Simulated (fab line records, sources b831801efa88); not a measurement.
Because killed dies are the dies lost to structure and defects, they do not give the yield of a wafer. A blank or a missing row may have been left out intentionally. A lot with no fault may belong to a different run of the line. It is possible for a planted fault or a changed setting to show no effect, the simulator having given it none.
The tool behind it: which one? || flow sky130 || Sampling: 14 lots, 39 wafers, 5 of 708 route steps

## WHAT THE GAUGES READ, wafer by wafer
SKY_FIELD_ISO_BOW_MEAS_00. Usual: INCOMING_BOW 0 um, standard deviation 6.8.
{"lot": "L341", "measured": "day 1 10:00", "on": "film-metro-02", "INCOMING_BOW (um)": "3 4 3", "flag": ""}
{"lot": "L342", "measured": "day 1 15:00", "on": "film-metro-04", "INCOMING_BOW (um)": "-2 6 -4", "flag": ""}
{"lot": "L346", "measured": "day 2 11:04", "on": "film-metro-02", "INCOMING_BOW (um)": "0 4 7", "flag": ""}
{"lot": "L348", "measured": "day 2 21:00", "on": "film-metro-01", "INCOMING_BOW (um)": "2 -1 0", "flag": ""}
{"lot": "L350", "measured": "day 3 07:04", "on": "film-metro-04", "INCOMING_BOW (um)": "0 -8 -15", "flag": ""}
{"lot": "L351", "measured": "day 3 12:01", "on": "film-metro-02", "INCOMING_BOW (um)": "-5 2 -6", "flag": ""}
{"lot": "L352", "measured": "day 3 17:02", "on": "film-metro-02", "INCOMING_BOW (um)": "5 -8 2", "flag": ""}
{"lot": "L353", "measured": "day 3 22:00", "on": "film-metro-04", "INCOMING_BOW (um)": "-2 -11 4", "flag": ""}
{"lot": "L357", "measured": "day 4 18:01", "on": "film-metro-01", "INCOMING_BOW (um)": "-5 12", "flag": ""}
{"lot": "L358", "measured": "day 4 23:01", "on": "film-metro-02", "INCOMING_BOW (um)": "-4 8 5", "flag": ""}
{"lot": "L359", "measured": "day 5 04:00", "on": "film-metro-01", "INCOMING_BOW (um)": "-1 -11", "flag": ""}
{"lot": "L361", "measured": "day 5 14:00", "on": "film-metro-01", "INCOMING_BOW (um)": "13 4", "flag": ""}
{"lot": "L362", "measured": "day 5 19:04", "on": "film-metro-01", "INCOMING_BOW (um)": "1 -1 -5", "flag": ""}
{"lot": "L364", "measured": "day 6 05:01", "on": "film-metro-01", "INCOMING_BOW (um)": "7 13 -6", "flag": ""}

SKY_PWDE_TW_MEAS_10. Usual: PWDE_TW 375, standard deviation 4.9.
{"lot": "L341", "measured": "day 4 01:52", "on": "film-metro-04", "PWDE_TW": "382 381 381", "flag": ""}
{"lot": "L342", "measured": "day 4 06:10", "on": "film-metro-01", "PWDE_TW": "376 374 373", "flag": ""}
{"lot": "L346", "measured": "day 5 03:37", "on": "film-metro-01", "PWDE_TW": "372 374 375", "flag": ""}
{"lot": "L348", "measured": "day 5 14:32", "on": "film-metro-03", "PWDE_TW": "369 371 368", "flag": ""}
{"lot": "L350", "measured": "day 6 03:22", "on": "film-metro-01", "PWDE_TW": "374 373 372", "flag": ""}
{"lot": "L351", "measured": "day 6 10:17", "on": "film-metro-03", "PWDE_TW": "369 368 368", "flag": ""}
{"lot": "L352", "measured": "day 6 15:38", "on": "film-metro-03", "PWDE_TW": "368 371 370", "flag": ""}
{"lot": "L353", "measured": "day 6 22:19", "on": "film-metro-03", "PWDE_TW": "371 370 372", "flag": ""}
{"lot": "L357", "measured": "day 7 19:41", "on": "film-metro-04", "PWDE_TW": "385 382", "flag": ""}
{"lot": "L358", "measured": "day 8 00:24", "on": "film-metro-04", "PWDE_TW": "380 380 380", "flag": ""}
{"lot": "L359", "measured": "day 8 02:23", "on": "film-metro-01", "PWDE_TW": "376 375", "flag": ""}
{"lot": "L361", "measured": "day 8 12:41", "on": "film-metro-04", "PWDE_TW": "381 378", "flag": ""}
{"lot": "L362", "measured": "day 8 18:04", "on": "film-metro-01", "PWDE_TW": "377 379 377", "flag": ""}
{"lot": "L364", "measured": "day 9 04:15", "on": "film-metro-04", "PWDE_TW": "381 381 383", "flag": ""}

SKY_NWELL_TW_MEAS_26. Usual: NWELL_2_TW 499, standard deviation 6.1.
{"lot": "L341", "measured": "day 5 13:45", "on": "film-metro-01", "NWELL_2_TW": "496 498 494", "flag": ""}
{"lot": "L342", "measured": "day 5 18:35", "on": "film-metro-03", "NWELL_2_TW": "493 491 493", "flag": ""}
{"lot": "L346", "measured": "day 6 18:00", "on": "film-metro-03", "NWELL_2_TW": "490 489 490", "flag": ""}
{"lot": "L348", "measured": "day 7 05:16", "on": "film-metro-01", "NWELL_2_TW": "495 498 495", "flag": ""}
{"lot": "L350", "measured": "day 7 19:26", "on": "film-metro-03", "NWELL_2_TW": "492 494 493", "flag": ""}
{"lot": "L351", "measured": "day 8 01:38", "on": "film-metro-04", "NWELL_2_TW": "503 505 506", "flag": ""}
{"lot": "L352", "measured": "day 8 08:23", "on": "film-metro-03", "NWELL_2_TW": "492 493 494", "flag": ""}
{"lot": "L353", "measured": "day 8 15:39", "on": "film-metro-04", "NWELL_2_TW": "508 508 502", "flag": ""}
{"lot": "L357", "measured": "day 9 15:13", "on": "film-metro-01", "NWELL_2_TW": "473 496", "flag": ""}
{"lot": "L358", "measured": "day 9 22:13", "on": "film-metro-04", "NWELL_2_TW": "509 507 506", "flag": ""}
{"lot": "L359", "measured": "day 10 01:06", "on": "film-metro-04", "NWELL_2_TW": "481 505", "flag": ""}
{"lot": "L361", "measured": "day 10 11:01", "on": "film-metro-01", "NWELL_2_TW": "479 499", "flag": ""}
{"lot": "L362", "measured": "day 10 17:27", "on": "film-metro-01", "NWELL_2_TW": "497 497 499", "flag": ""}
{"lot": "L364", "measured": "day 11 03:07", "on": "film-metro-01", "NWELL_2_TW": "503 499 495", "flag": ""}

SKY_SONOS_TUNNEL_TW_MEAS_12. Usual: SONOS_TUNNEL_TW 198.5, standard deviation 2.6.
{"lot": "L341", "measured": "day 11 20:43", "on": "film-metro-03", "SONOS_TUNNEL_TW": "195.2 193.9 194.7", "flag": ""}
{"lot": "L342", "measured": "day 12 05:08", "on": "film-metro-03", "SONOS_TUNNEL_TW": "195.6 196.5 195.6", "flag": ""}
{"lot": "L346", "measured": "day 13 11:03", "on": "film-metro-04", "SONOS_TUNNEL_TW": "201.6 201.8 201.4", "flag": ""}
{"lot": "L348", "measured": "day 14 03:08", "on": "film-metro-04", "SONOS_TUNNEL_TW": "200.3 200.5 201.4", "flag": ""}
{"lot": "L350", "measured": "day 15 01:49", "on": "film-metro-04", "SONOS_TUNNEL_TW": "202.9 201.0 202.1", "flag": ""}
{"lot": "L351", "measured": "day 15 07:23", "on": "film-metro-04", "SONOS_TUNNEL_TW": "202.3 201.0 201.3", "flag": ""}
{"lot": "L352", "measured": "day 15 19:54", "on": "film-metro-02", "SONOS_TUNNEL_TW": "199.8 197.8 197.8", "flag": ""}
{"lot": "L353", "measured": "day 16 06:16", "on": "film-metro-02", "SONOS_TUNNEL_TW": "200.3 198.9 198.6", "flag": ""}
{"lot": "L357", "measured": "day 17 14:45", "on": "film-metro-03", "SONOS_TUNNEL_TW": "195.0 195.6", "flag": ""}
{"lot": "L358", "measured": "day 17 22:11", "on": "film-metro-04", "SONOS_TUNNEL_TW": "201.5 201.8 201.7", "flag": ""}
{"lot": "L359", "measured": "day 18 00:50", "on": "film-metro-02", "SONOS_TUNNEL_TW": "197.3 198.3", "flag": ""}
{"lot": "L361", "measured": "day 18 13:34", "on": "film-metro-02", "SONOS_TUNNEL_TW": "198.4 197.4", "flag": ""}
{"lot": "L362", "measured": "day 18 23:17", "on": "film-metro-02", "SONOS_TUNNEL_TW": "198.6 198.6 197.3", "flag": ""}
{"lot": "L364", "measured": "day 19 11:13", "on": "film-metro-03", "SONOS_TUNNEL_TW": "196.2 194.7 195.1", "flag": ""}

## WHICH TOOL RAN EACH LOT (tool, then ch and the chambers of the sampled wafers, then the start)
{"lot": "L341", "SKY_NWELL_IMPLANT_24": "implanter-01 ch 0, day 5 13:30"}
{"lot": "L342", "SKY_NWELL_IMPLANT_24": "implanter-02 ch 0, day 5 18:20"}
{"lot": "L346", "SKY_NWELL_IMPLANT_24": "implanter-01 ch 0, day 6 17:47"}
{"lot": "L348", "SKY_NWELL_IMPLANT_24": "implanter-01 ch 0, day 7 05:01"}
{"lot": "L350", "SKY_NWELL_IMPLANT_24": "implanter-04 ch 0, day 7 19:14"}
{"lot": "L351", "SKY_NWELL_IMPLANT_24": "implanter-02 ch 0, day 8 01:23"}
{"lot": "L352", "SKY_NWELL_IMPLANT_24": "implanter-02 ch 0, day 8 08:10"}
{"lot": "L353", "SKY_NWELL_IMPLANT_24": "implanter-01 ch 0, day 8 15:24"}
{"lot": "L357", "SKY_NWELL_IMPLANT_24": "implanter-02 ch 0, day 9 14:59"}
{"lot": "L358", "SKY_NWELL_IMPLANT_24": "implanter-01 ch 0, day 9 21:59"}
{"lot": "L359", "SKY_NWELL_IMPLANT_24": "implanter-02 ch 0, day 10 00:51"}
{"lot": "L361", "SKY_NWELL_IMPLANT_24": "implanter-02 ch 0, day 10 10:46"}
{"lot": "L362", "SKY_NWELL_IMPLANT_24": "implanter-01 ch 0, day 10 17:14"}
{"lot": "L364", "SKY_NWELL_IMPLANT_24": "implanter-04 ch 0, day 11 02:52"}
- SKY_NWELL_IMPLANT_24

## WHAT THE TOOLS THEMSELVES READ (means of the sampled wafers that have a number; where no wafer has one, the mark that the record gives instead)
SKY_NWELL_IMPLANT_24. Usual: beam-on-s 10.00 s, standard deviation 0.21; faraday-current-uA 51.9, standard deviation 1.1.
{"lot": "L341", "tool": "implanter-01", "beam-on-s (s)": 10.06, "faraday-current-uA": 51.4, "flag": ""}
{"lot": "L342", "tool": "implanter-02", "beam-on-s (s)": 10.15, "faraday-current-uA": 51.0, "flag": ""}
{"lot": "L346", "tool": "implanter-01", "beam-on-s (s)": 9.88, "faraday-current-uA": 52.6, "flag": ""}
{"lot": "L348", "tool": "implanter-01", "beam-on-s (s)": 10.01, "faraday-current-uA": 51.8, "flag": ""}
{"lot": "L350", "tool": "implanter-04", "beam-on-s (s)": 10.07, "faraday-current-uA": 51.5, "flag": ""}
{"lot": "L351", "tool": "implanter-02", "beam-on-s (s)": 9.71, "faraday-current-uA": 53.3, "flag": ""}
{"lot": "L352", "tool": "implanter-02", "beam-on-s (s)": 10.10, "faraday-current-uA": 51.4, "flag": ""}
{"lot": "L353", "tool": "implanter-01", "beam-on-s (s)": 10.02, "faraday-current-uA": 51.9, "flag": ""}
{"lot": "L357", "tool": "implanter-02", "beam-on-s (s)": 9.46, "faraday-current-uA": 55.2, "flag": "OFF"}
{"lot": "L358", "tool": "implanter-01", "beam-on-s (s)": 9.96, "faraday-current-uA": 52.1, "flag": ""}
{"lot": "L359", "tool": "implanter-02", "beam-on-s (s)": 9.12, "faraday-current-uA": 57.2, "flag": "OFF"}
{"lot": "L361", "tool": "implanter-02", "beam-on-s (s)": 9.13, "faraday-current-uA": 57.0, "flag": "OFF"}
{"lot": "L362", "tool": "implanter-01", "beam-on-s (s)": 9.93, "faraday-current-uA": 52.1, "flag": ""}
{"lot": "L364", "tool": "implanter-04", "beam-on-s (s)": 10.01, "faraday-current-uA": 51.8, "flag": ""}

## THE ANSWER, worked out from the rows above alone
Rule: take the mean of a lot's wafers that have a number; if it is more than 3 standard deviations from the usual mean, the lot is off. A lot without any number at a reading at which 4 lots or more have one is off too. Any other lot the step has rows for is counted as sound. After the gauges, taken in route order, come the tools' own readings; for these a lot's mean is taken, as printed above. At the first step where some lot is off, the reading lying furthest off is the one used; lots without a number count as furthest.
Off: L357, L359, L361 (SKY_NWELL_IMPLANT_24, faraday-current-uA).
If a tool, at that step or one of the process steps before it, ran each lot that is off and ran no sound lot following the first of them, it fits. One fits: SKY_NWELL_IMPLANT_24 on implanter-02. Its last sound lot is L352 (day 8 08:10), its first lot that is off L357 (day 9 14:59): a fault that began between those two fits.
The tool's own readings at SKY_NWELL_IMPLANT_24 bear it out: on the lots that are off they differ by more than 5 times the standard deviation of the sound lots' means. beam-on-s reads 9.24 s there against 9.99 s on the sound lots; faraday-current-uA reads 56.5 there against 51.9 on the sound lots.

## WHAT THE SIMULATOR PUT IN
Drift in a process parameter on implanter-02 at SKY_NWELL_IMPLANT_24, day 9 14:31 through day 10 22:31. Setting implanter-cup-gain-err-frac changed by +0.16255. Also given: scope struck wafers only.
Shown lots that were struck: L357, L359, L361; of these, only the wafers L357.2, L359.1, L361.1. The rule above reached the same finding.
